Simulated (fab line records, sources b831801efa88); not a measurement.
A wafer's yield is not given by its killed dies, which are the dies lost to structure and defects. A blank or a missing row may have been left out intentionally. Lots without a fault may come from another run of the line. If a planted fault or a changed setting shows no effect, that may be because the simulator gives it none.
Which tool is to blame? | flow sky130 | Sampling: 11 lots, 33 wafers, 3 of 708 route steps

## WHAT THE GAUGES SHOWED, per wafer
SKY_SONOS_ONO_THK_MEAS_01.
lot  | measured     | on            | SONOS_ONO_OXIDATION_THK (nm)
L159 | day 9 23:49  | film-metro-03 | 2.49 2.52 2.49
L161 | day 11 19:08 | film-metro-03 | 2.58 2.53 2.55
L165 | day 13 18:04 | film-metro-04 | 2.62 2.63 2.57
L166 | day 14 02:35 | film-metro-04 | 2.58 2.51 2.63
L167 | day 14 10:55 | film-metro-04 | 2.61 2.58 2.60
L169 | day 15 04:33 | film-metro-04 | 2.70 2.69 2.69
L170 | day 15 09:41 | film-metro-03 | 2.97 3.01 3.04
L171 | day 15 19:08 | film-metro-01 | 2.95 2.98 2.96
L179 | day 18 21:13 | film-metro-01 | 2.65 2.61 2.59
L181 | day 19 16:53 | film-metro-03 | 2.51 2.44 2.52
L182 | day 20 03:38 | film-metro-03 | 2.63 2.59 2.53

SKY_POLY_GATE_OVL_MEAS_14.
lot  | measured     | on         | POLY_GATE_OVL (nm)
L159 | day 14 21:29 | overlay-01 | 2 8 11
L161 | day 17 00:33 | overlay-02 | -5 -11 -6
L165 | day 18 22:50 | overlay-01 | 10 11 1
L166 | day 19 13:57 | overlay-02 | 6 4 0
L167 | day 20 02:30 | overlay-01 | 6 1 10
L169 | day 20 17:17 | overlay-02 | 8 9 6
L170 | day 20 23:47 | overlay-01 | 1 3 5
L171 | day 23 09:10 | overlay-02 | 4 5 11
L179 | day 24 12:47 | overlay-01 | 8 3 3
L181 | day 25 08:34 | overlay-01 | -9 -6 -8
L182 | day 25 16:37 | overlay-02 | 2 0 -3

## EACH LOT AND THE TOOL THAT RAN IT (in order: tool; ch and the chambers of the sampled wafers; start)
lot  | SKY_SONOS_ONO_OXIDATION_00
L159 | furnace-02 ch 0, day 9 22:28
L161 | furnace-01 ch 0, day 11 17:47
L165 | furnace-01 ch 0, day 13 16:43
L166 | furnace-02 ch 0, day 14 01:14
L167 | furnace-01 ch 0, day 14 09:34
L169 | furnace-01 ch 0, day 15 03:13
L170 | furnace-02 ch 0, day 15 08:20
L171 | furnace-02 ch 0, day 15 17:47
L179 | furnace-02 ch 0, day 18 19:52
L181 | furnace-01 ch 0, day 19 15:32
L182 | furnace-01 ch 0, day 20 02:17
- SKY_SONOS_ONO_OXIDATION_00: stabilise 600 s, purge 300 s, target thk 2.6 nm.

## WHAT THE TOOLS THEMSELVES READ (means of the sampled wafers that have a number; where no wafer has one, the mark that the record gives instead)
SKY_SONOS_ONO_OXIDATION_00.
lot  | tool       | spike-tc-bottom-C (C) | spike-tc-centre-C (C) | spike-tc-lower-C (C) | spike-tc-top-C (C) | spike-tc-upper-C (C) | tube-center-temp-C (C) | tube_center_temp_C_max | zone-power-bottom-pct (%) | zone-power-centre-pct (%) | zone-power-top-pct (%) | zone-power-upper-pct (%)
L159 | furnace-02 | 822.6                 | 801.2                 | 800.3                | 812.4              | 801.0                | 799.99                 | 801.7                  | 18.73                     | 12.32                     | 27.66                  | 14.2
L161 | furnace-01 | 818.4                 | 799.8                 | 798.4                | 815.4              | 799.9                | 800.00                 | 802.1                  | 18.60                     | 12.26                     | 27.62                  | 13.3
L165 | furnace-01 | 817.3                 | 799.9                 | 799.4                | 816.6              | 800.4                | 799.96                 | 801.8                  | 18.45                     | 12.36                     | 27.51                  | 13.4
L166 | furnace-02 | 822.4                 | 800.4                 | 799.9                | 811.4              | 799.9                | 800.00                 | 801.8                  | 18.40                     | 12.48                     | 27.48                  | 14.2
L167 | furnace-01 | 816.8                 | 799.7                 | 798.4                | 815.6              | 800.4                | 799.95                 | 802.0                  | 18.63                     | 12.41                     | 27.58                  | 13.4
L169 | furnace-01 | 817.8                 | 799.9                 | 798.8                | 817.9              | 800.1                | 800.00                 | 802.0                  | 18.64                     | 12.42                     | 27.71                  | 13.6
L170 | furnace-02 | 833.1                 | 811.5                 | 811.2                | 822.5              | 810.2                | 810.31                 | 812.2                  | 19.26                     | 12.86                     | 28.36                  | 14.7
L171 | furnace-02 | 832.4                 | 811.2                 | 811.5                | 822.6              | 810.4                | 810.24                 | 812.2                  | 19.17                     | 12.77                     | 28.29                  | 14.6
L179 | furnace-02 | 823.6                 | 799.6                 | 799.6                | 812.4              | 801.0                | 799.97                 | 801.9                  | 18.62                     | 12.41                     | 27.91                  | 14.2
L181 | furnace-01 | 817.7                 | 799.8                 | 798.9                | 816.7              | 800.5                | 800.04                 | 802.2                  | 18.70                     | 12.43                     | 27.67                  | 13.6
L182 | furnace-01 | 818.6                 | 799.8                 | 799.4                | 817.3              | 800.7                | 799.98                 | 802.0                  | 18.60                     | 12.34                     | 27.83                  | 13.5

## THE ANSWER, worked out from the rows above alone
Rule: what is usual is taken from the lots themselves. The widest of any qualifying gaps counts: lots, ordered by their means at a reading, are off when they make up no more than a third of the lots, leave a main group of 4 or more, and stand apart from it by 3 or more times the standard deviation of that group's means. The tables above print the reading to a certain number of digits; a main group whose means all agree to those digits is not used. A lot without any number at a reading at which 4 lots or more have one is off too. Where the step has rows for the other lots, those lots are counted as sound. After the gauges, taken in route order, come the tools' own readings; for these a lot's mean is taken, as printed above. The first step at which some lot is off is used, and at that step the reading that is off furthest; a lot without a number counts as furthest.
Off: L170, L171, at SKY_SONOS_ONO_THK_MEAS_01 (SONOS_ONO_OXIDATION_THK). For the main group the mean is 2.58 nm and the standard deviation 0.058.
A tool fits if, at a process step before that reading, it ran every lot that is off, and no sound lot after the first of them. Not tried: the gauges at SKY_SONOS_ONO_THK_MEAS_01; whatever is off there is also off at SKY_SONOS_ONO_OXIDATION_00, on other tools, and gauge error can't account for it. No candidate that was tried fits.

## WHAT THE SIMULATOR HAD PUT IN
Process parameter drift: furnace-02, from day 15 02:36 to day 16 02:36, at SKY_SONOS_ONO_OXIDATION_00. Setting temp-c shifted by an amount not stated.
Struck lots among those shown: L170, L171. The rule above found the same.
